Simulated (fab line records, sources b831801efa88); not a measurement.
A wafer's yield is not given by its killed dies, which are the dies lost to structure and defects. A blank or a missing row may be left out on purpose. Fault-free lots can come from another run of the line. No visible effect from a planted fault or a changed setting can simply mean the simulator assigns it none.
Which tool did it? | flow gf180mcu | Sampling: 24 lots, 72 wafers, 5 of 602 route steps

== WHAT THE GAUGES READ, wafer by wafer ==
GF_M2_OVL_MEAS_15. Usual: M2_OVL typically reads 8 nm, with standard deviation 5.3.
lot  | measured     | on         | M2_OVL (nm) | flag
L074 | day 19 06:01 | overlay-02 | 8 12 10     |
L075 | day 19 14:31 | overlay-02 | 8 13 11     |
L076 | day 19 22:55 | overlay-02 | 6 5 10      |
L078 | day 20 23:40 | overlay-01 | -3 2 5      |
L077 | day 21 00:01 | overlay-01 | 3 7 7       |
L079 | day 21 12:03 | overlay-01 | 7 10 4      |
L080 | day 21 21:26 | overlay-02 | 1 1 0       |
L081 | day 22 04:24 | overlay-01 | 10 10 13    |
L082 | day 22 07:52 | overlay-01 | 8 11 8      |
L083 | day 22 20:32 | overlay-01 | 9 6 2       |
L084 | day 23 06:37 | overlay-02 | 6 12 9      |
L085 | day 23 15:00 | overlay-02 | -4 0 10     |
L086 | day 23 22:46 | overlay-01 | 9 12 8      |
L087 | day 24 02:04 | overlay-01 | 12 14 14    |
L088 | day 24 10:43 | overlay-02 | 14 -1 8     |
L089 | day 24 21:40 | overlay-02 | 15 13 24    |
L090 | day 25 01:08 | overlay-01 | 16 19 11    |
L091 | day 25 07:27 | overlay-02 | 14 10 18    |
L092 | day 25 13:51 | overlay-01 | 16 14 19    |
L093 | day 26 03:04 | overlay-02 | 5 8 7       |
L094 | day 26 06:40 | overlay-01 | 6 5 3       |
L095 | day 26 14:11 | overlay-02 | 12 11 13    |
L096 | day 26 19:30 | overlay-02 | 6 10 4      |
L097 | day 27 02:37 | overlay-01 | 18 13 1     |

GF_V2_THK_MEAS_25: measures by xrf. Usual: V2_W_THK typically reads 337 nm, with standard deviation 5.2.
lot  | measured     | on            | V2_W_THK (nm) | flag
L074 | day 20 09:39 | film-metro-02 | 336 333 343   |
L075 | day 20 17:12 | film-metro-04 | 338 337 329   |
L076 | day 21 02:14 | film-metro-02 | 338 330 342   |
L078 | day 22 01:27 | film-metro-01 | 341 330 329   |
L077 | day 22 01:48 | film-metro-02 | 348 338 339   |
L079 | day 22 14:12 | film-metro-04 | 344 342 344   |
L080 | day 22 23:04 | film-metro-02 | 333 342 340   |
L081 | day 23 05:47 | film-metro-04 | 340 338 336   |
L082 | day 23 09:34 | film-metro-02 | 340 333 341   |
L083 | day 23 22:07 | film-metro-04 | 334 338 334   |
L084 | day 24 07:52 | film-metro-01 | 339 329 334   |
L085 | day 24 15:47 | film-metro-02 | 342 333 341   |
L086 | day 24 22:35 | film-metro-02 | 332 334 347   |
L087 | day 25 02:29 | film-metro-01 | 335 339 331   |
L088 | day 25 11:09 | film-metro-01 | 332 343 334   |
L089 | day 25 21:40 | film-metro-02 | 332 335 338   |
L090 | day 26 01:20 | film-metro-02 | 338 337 345   |
L091 | day 26 07:16 | film-metro-04 | 330 332 334   |
L092 | day 26 14:08 | film-metro-04 | 328 336 339   |
L093 | day 27 02:34 | film-metro-02 | 333 331 338   |
L094 | day 27 06:49 | film-metro-02 | 333 335 345   |
L095 | day 27 13:08 | film-metro-04 | 334 337 338   |
L096 | day 27 19:11 | film-metro-01 | 331 329 341   |
L097 | day 28 01:08 | film-metro-01 | 324 336 324   |

GF_M4_RS_MEAS_05: the measuring method here is four-point-probe. Usual: M4_ALCU_RS typically reads 0.0694 ohm/sq, with standard deviation 0.00069.
lot  | measured     | on            | M4_ALCU_RS (ohm/sq)  | flag
L074 | day 22 13:19 | film-metro-04 | 0.0680 0.0682 0.0690 |
L075 | day 22 20:51 | film-metro-02 | 0.0689 0.0699 0.0692 |
L076 | day 23 04:16 | film-metro-03 | 0.0688 0.0705 0.0691 |
L078 | day 24 01:50 | film-metro-03 | 0.0697 0.0683 0.0690 |
L077 | day 24 02:39 | film-metro-02 | 0.0697 0.0699 0.0694 |
L079 | day 24 14:05 | film-metro-03 | 0.0696 0.0698 0.0696 |
L080 | day 24 22:58 | film-metro-03 | 0.0691 0.0686 0.0691 |
L081 | day 25 05:55 | film-metro-04 | 0.0696 0.0700 0.0705 |
L082 | day 25 09:25 | film-metro-03 | 0.0693 0.0696 0.0699 |
L083 | day 25 20:30 | film-metro-04 | 0.0699 0.0699 0.0699 |
L084 | day 26 06:37 | film-metro-03 | 0.0702 0.0698 0.0694 |
L085 | day 26 14:23 | film-metro-04 | 0.0707 0.0709 0.0711 |
L086 | day 26 19:47 | film-metro-03 | 0.0698 0.0694 0.0688 |
L087 | day 27 00:14 | film-metro-03 | 0.0699 0.0704 0.0695 |
L088 | day 27 09:08 | film-metro-02 | 0.0696 0.0690 0.0694 |
L089 | day 27 18:28 | film-metro-02 | 0.0691 0.0690 0.0686 |
L090 | day 27 22:22 | film-metro-04 | 0.0693 0.0696 0.0695 |
L091 | day 28 03:13 | film-metro-03 | 0.0703 0.0703 0.0706 |
L092 | day 28 10:14 | film-metro-04 | 0.0684 0.0691 0.0690 |
L093 | day 28 20:55 | film-metro-03 | 0.0695 0.0678 0.0691 |
L094 | day 29 02:02 | film-metro-03 | 0.0678 0.0697 0.0679 |
L095 | day 29 07:49 | film-metro-03 | 0.0691 0.0691 0.0694 |
L096 | day 29 13:01 | film-metro-02 | 0.0692 0.0699 0.0699 |
L097 | day 29 19:24 | film-metro-02 | 0.0697 0.0693 0.0692 |

== WHAT TOOL EACH LOT RAN ON (gives the tool, then ch and the chambers of the sampled wafers, and finally the start) ==
lot  | GF_V1_CMP_26                  | GF_M4_SPUTTER_03
L074 | cmp-01 ch 0,2,3, day 18 05:38 | pvd-sputter-04, day 22 13:16
L075 | cmp-02 ch 0,1,3, day 18 15:05 | pvd-sputter-01, day 22 20:47
L076 | cmp-02 ch 1,2, day 18 21:35   | pvd-sputter-01, day 23 04:13
L078 | cmp-02 ch 1,2,3, day 19 22:43 | pvd-sputter-01, day 24 01:46
L077 | cmp-01 ch 0,2,3, day 19 23:14 | pvd-sputter-03, day 24 02:35
L079 | cmp-01 ch 0,2,3, day 20 11:16 | pvd-sputter-04, day 24 14:01
L080 | cmp-02 ch 0,2,3, day 20 20:22 | pvd-sputter-04, day 24 22:52
L081 | cmp-01 ch 0,1,3, day 21 03:56 | pvd-sputter-03, day 25 05:51
L082 | cmp-01 ch 0,3, day 21 07:12   | pvd-sputter-04, day 25 09:19
L083 | cmp-01 ch 0,1,3, day 21 20:32 | pvd-sputter-04, day 25 20:25
L084 | cmp-01 ch 2,3, day 22 06:37   | pvd-sputter-03, day 26 06:31
L085 | cmp-02 ch 1,2, day 22 15:57   | pvd-sputter-03, day 26 14:19
L086 | cmp-01 ch 0,1,2, day 23 00:23 | pvd-sputter-04, day 26 19:42
L087 | cmp-01 ch 0,1, day 23 03:07   | pvd-sputter-03, day 27 00:10
L088 | cmp-01 ch 0,1,3, day 23 12:20 | pvd-sputter-03, day 27 09:04
L089 | cmp-02 ch 0,1,3, day 23 23:44 | pvd-sputter-04, day 27 18:23
L090 | cmp-01 ch 0,1, day 24 02:29   | pvd-sputter-04, day 27 22:16
L091 | cmp-02 ch 1,3, day 24 09:58   | pvd-sputter-03, day 28 03:09
L092 | cmp-02 ch 2,3, day 24 15:37   | pvd-sputter-04, day 28 10:10
L093 | cmp-02 ch 0,1,2, day 25 05:05 | pvd-sputter-01, day 28 20:52
L094 | cmp-02 ch 1,2,3, day 25 09:12 | pvd-sputter-01, day 29 01:58
L095 | cmp-01 ch 0,1,2, day 25 16:44 | pvd-sputter-04, day 29 07:43
L096 | cmp-02 ch 0,1,3, day 25 22:16 | pvd-sputter-03, day 29 12:57
L097 | cmp-01 ch 0,2,3, day 26 05:26 | pvd-sputter-04, day 29 19:20
- GF_V1_CMP_26: polishes, stops on SiO2, t overpolish 15 s, target thk 0 nm.
- GF_M4_SPUTTER_03: material Ti, target thk 10 nm, time 6.7 s.

== AS READ BY THE TOOLS THEMSELVES (means over the sampled wafers that have a number; for cases with no such wafer, the mark the record gives instead) ==
GF_V1_CMP_26. Usual: edge-zone-pressure-frac 1.000, standard deviation 0.005; motor-current-A 10.7 A, standard deviation 0.96; overpolish-run-s 15.000 s, standard deviation 0.0084; platen-rpm 60.00 rpm, standard deviation 0.039; time-to-endpoint-s 84 s, standard deviation 4.
lot  | tool   | edge-zone-pressure-frac | motor-current-A (A) | overpolish-run-s (s) | platen-rpm (rpm) | time-to-endpoint-s (s) | flag
L074 | cmp-01 | 0.994                   | 10.9                | 15.003               | 60.05            | 85                     |
L075 | cmp-02 | 1.003                   | 10.4                | 15.000               | 59.97            | 82                     |
L076 | cmp-02 | 0.998                   | 10.4                | 14.999               | 60.00            | 85                     |
L078 | cmp-02 | 0.998                   | 10.7                | 14.999               | 60.02            | 87                     |
L077 | cmp-01 | 1.002                   | 10.9                | 14.996               | 59.99            | 84                     |
L079 | cmp-01 | 0.999                   | 10.6                | 15.000               | 59.99            | 83                     |
L080 | cmp-02 | 0.999                   | 10.6                | 15.001               | 60.01            | 82                     |
L081 | cmp-01 | 1.000                   | 11.0                | 15.002               | 59.98            | 79                     |
L082 | cmp-01 | 1.004                   | 11.7                | 14.997               | 60.02            | 82                     |
L083 | cmp-01 | 0.998                   | 11.3                | 15.004               | 60.01            | 81                     |
L084 | cmp-01 | 1.005                   | 10.4                | 15.001               | 60.03            | 78                     |
L085 | cmp-02 | 0.999                   | 10.5                | 14.996               | 59.98            | 89                     |
L086 | cmp-01 | 0.997                   | 10.4                | 15.008               | 60.02            | 85                     |
L087 | cmp-01 | 1.001                   | 10.4                | 15.001               | 60.00            | 88                     |
L088 | cmp-01 | 0.999                   | 11.5                | 14.998               | 60.00            | 81                     |
L089 | cmp-02 | 1.000                   | 10.4                | 14.996               | 59.99            | 80                     |
L090 | cmp-01 | 0.998                   | 10.2                | 14.999               | 60.00            | 83                     |
L091 | cmp-02 | 1.001                   | 10.5                | 14.997               | 60.02            | 84                     |
L092 | cmp-02 | 0.996                   | 10.4                | 15.000               | 60.00            | 85                     |
L093 | cmp-02 | 0.996                   | 10.8                | 15.004               | 59.97            | 89                     |
L094 | cmp-02 | 0.997                   | 10.4                | 15.012               | 60.03            | 87                     |
L095 | cmp-01 | 1.003                   | 10.4                | 15.001               | 59.97            | 91                     |
L096 | cmp-02 | 1.003                   | 9.9                 | 14.998               | 59.97            | 87                     |
L097 | cmp-01 | 1.007                   | 11.0                | 15.003               | 60.01            | 83                     |

GF_M4_SPUTTER_03. Usual: 29.7 % for throttle-valve-pct, sd 1.2.
lot  | tool           | throttle-valve-pct (%) | flag
L074 | pvd-sputter-04 | 29.2                   |
L075 | pvd-sputter-01 | 29.3                   |
L076 | pvd-sputter-01 | 29.2                   |
L078 | pvd-sputter-01 | 29.5                   |
L077 | pvd-sputter-03 | 30.1                   |
L079 | pvd-sputter-04 | 30.2                   |
L080 | pvd-sputter-04 | 30.6                   |
L081 | pvd-sputter-03 | 29.8                   |
L082 | pvd-sputter-04 | 30.2                   |
L083 | pvd-sputter-04 | 30.3                   |
L084 | pvd-sputter-03 | 29.5                   |
L085 | pvd-sputter-03 | 29.9                   |
L086 | pvd-sputter-04 | 30.3                   |
L087 | pvd-sputter-03 | 30.7                   |
L088 | pvd-sputter-03 | 30.0                   |
L089 | pvd-sputter-04 | 29.1                   |
L090 | pvd-sputter-04 | 29.2                   |
L091 | pvd-sputter-03 | 29.9                   |
L092 | pvd-sputter-04 | 28.4                   |
L093 | pvd-sputter-01 | 29.4                   |
L094 | pvd-sputter-01 | 29.1                   |
L095 | pvd-sputter-04 | 30.1                   |
L096 | pvd-sputter-03 | 30.0                   |
L097 | pvd-sputter-04 | 30.2                   |

== THE ANSWER, worked out from the rows above alone ==
Rule: take the mean of a lot's wafers that have a number; if it is more than 3 standard deviations from the usual mean, the lot is off. A lot without any number at a reading at which 4 lots or more have one is off too. Any other lot the step has rows for is counted as sound. Order of review: gauges by route order, followed by the tools' own readings, for which a lot's mean as printed above is used. At the first step where some lot is off, the reading lying furthest off is the one used; lots without a number count as furthest.
No lot is off at any reading shown: from this, nothing can be told.

== WHAT HAD BEEN PUT IN BY THE SIMULATOR ==
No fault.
